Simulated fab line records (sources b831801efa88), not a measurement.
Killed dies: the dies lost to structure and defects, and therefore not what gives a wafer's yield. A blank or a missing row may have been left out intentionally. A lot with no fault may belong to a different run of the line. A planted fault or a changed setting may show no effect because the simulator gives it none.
Which tool is to blame? / flow sky130 / 13 lots with 39 wafers sampled at 2 steps, on a route of 708 steps

WHAT THE GAUGES READ, wafer by wafer
SKY_CAPM_OVL_MEAS_12. Usual: CAPM_OVL typically reads 0.0 nm, with standard deviation 1.4.
lot=L867; measured=day 37 17:52; on=overlay-02; CAPM_OVL (nm)=0.2 0.0 0.8; flag=
lot=L869; measured=day 38 11:52; on=overlay-01; CAPM_OVL (nm)=1.0 -0.3 -0.2; flag=
lot=L870; measured=day 39 02:46; on=overlay-02; CAPM_OVL (nm)=1.1 2.0 -0.1; flag=
lot=L871; measured=day 39 10:26; on=overlay-02; CAPM_OVL (nm)=-0.6 -0.9 -1.6; flag=
lot=L872; measured=day 39 15:06; on=overlay-01; CAPM_OVL (nm)=0.8 -0.1 -0.3; flag=
lot=L877; measured=day 40 23:54; on=overlay-01; CAPM_OVL (nm)=3.9 2.6 2.2; flag=
lot=L882; measured=day 42 07:04; on=overlay-02; CAPM_OVL (nm)=-1.5 -0.7 -1.4; flag=
lot=L881; measured=day 42 08:28; on=overlay-02; CAPM_OVL (nm)=-1.4 0.5 -0.8; flag=
lot=L884; measured=day 43 05:25; on=overlay-01; CAPM_OVL (nm)=1.1 1.1 -0.6; flag=
lot=L885; measured=day 43 10:47; on=overlay-01; CAPM_OVL (nm)=0.3 -1.2 0.5; flag=
lot=L887; measured=day 43 18:55; on=overlay-02; CAPM_OVL (nm)=-0.1 -0.1 -2.4; flag=
lot=L889; measured=day 44 08:25; on=overlay-01; CAPM_OVL (nm)=0.3 3.6 1.0; flag=
lot=L890; measured=day 44 12:57; on=overlay-02; CAPM_OVL (nm)=0.1 -0.6 -0.1; flag=

TOOL THAT RAN EACH LOT (tool first, then ch and the chambers of the sampled wafers, then the start)
lot=L867; SKY_METAL3_SPUTTER_01=pvd sputter-03, day 36 15:57
lot=L869; SKY_METAL3_SPUTTER_01=pvd sputter-02, day 37 09:26
lot=L870; SKY_METAL3_SPUTTER_01=pvd sputter-01, day 38 01:11
lot=L871; SKY_METAL3_SPUTTER_01=pvd sputter-01, day 38 09:01
lot=L872; SKY_METAL3_SPUTTER_01=pvd sputter-02, day 38 13:54
lot=L877; SKY_METAL3_SPUTTER_01=pvd sputter-02, day 39 23:16
lot=L882; SKY_METAL3_SPUTTER_01=pvd sputter-02, day 41 06:58
lot=L881; SKY_METAL3_SPUTTER_01=pvd sputter-03, day 41 08:27
lot=L884; SKY_METAL3_SPUTTER_01=pvd sputter-03, day 42 05:55
lot=L885; SKY_METAL3_SPUTTER_01=pvd sputter-02, day 42 11:40
lot=L887; SKY_METAL3_SPUTTER_01=pvd sputter-01, day 42 20:50
lot=L889; SKY_METAL3_SPUTTER_01=pvd sputter-03, day 43 09:40
lot=L890; SKY_METAL3_SPUTTER_01=pvd sputter-03, day 43 14:10
- SKY_METAL3_SPUTTER_01: material TiN, target thk 20 nm, time 16.7 s.

AS READ BY THE TOOLS THEMSELVES (means over the sampled wafers that have a number; for cases with no such wafer, the mark the record gives instead)
SKY_METAL3_SPUTTER_01. Usual: throttle valve pct at 30.6 %, with a standard deviation of 1.3.
lot=L867; tool=pvd sputter-03; throttle valve pct (%)=30.5; flag=
lot=L869; tool=pvd sputter-02; throttle valve pct (%)=30.9; flag=
lot=L870; tool=pvd sputter-01; throttle valve pct (%)=30.4; flag=
lot=L871; tool=pvd sputter-01; throttle valve pct (%)=30.9; flag=
lot=L872; tool=pvd sputter-02; throttle valve pct (%)=31.4; flag=
lot=L877; tool=pvd sputter-02; throttle valve pct (%)=31.2; flag=
lot=L882; tool=pvd sputter-02; throttle valve pct (%)=30.4; flag=
lot=L881; tool=pvd sputter-03; throttle valve pct (%)=29.7; flag=
lot=L884; tool=pvd sputter-03; throttle valve pct (%)=30.1; flag=
lot=L885; tool=pvd sputter-02; throttle valve pct (%)=30.1; flag=
lot=L887; tool=pvd sputter-01; throttle valve pct (%)=30.3; flag=
lot=L889; tool=pvd sputter-03; throttle valve pct (%)=30.0; flag=
lot=L890; tool=pvd sputter-03; throttle valve pct (%)=30.5; flag=

THE ANSWER, worked out from the rows above alone
Rule: take the mean of a lot's wafers that have a number; if it is more than 3 standard deviations from the usual mean, the lot is off. Also off: a lot with no number at a reading for which 4 or more lots have one. The other lots that the step has rows for count as sound. First the gauges in route order, then the tools' own readings, where a lot's mean is used as printed above. The first step at which some lot is off is used, and at that step the reading that is off furthest; a lot without a number counts as furthest.
Nothing can be told from this: no lot is off at any reading shown.

WHAT THE SIMULATOR HAD INSERTED
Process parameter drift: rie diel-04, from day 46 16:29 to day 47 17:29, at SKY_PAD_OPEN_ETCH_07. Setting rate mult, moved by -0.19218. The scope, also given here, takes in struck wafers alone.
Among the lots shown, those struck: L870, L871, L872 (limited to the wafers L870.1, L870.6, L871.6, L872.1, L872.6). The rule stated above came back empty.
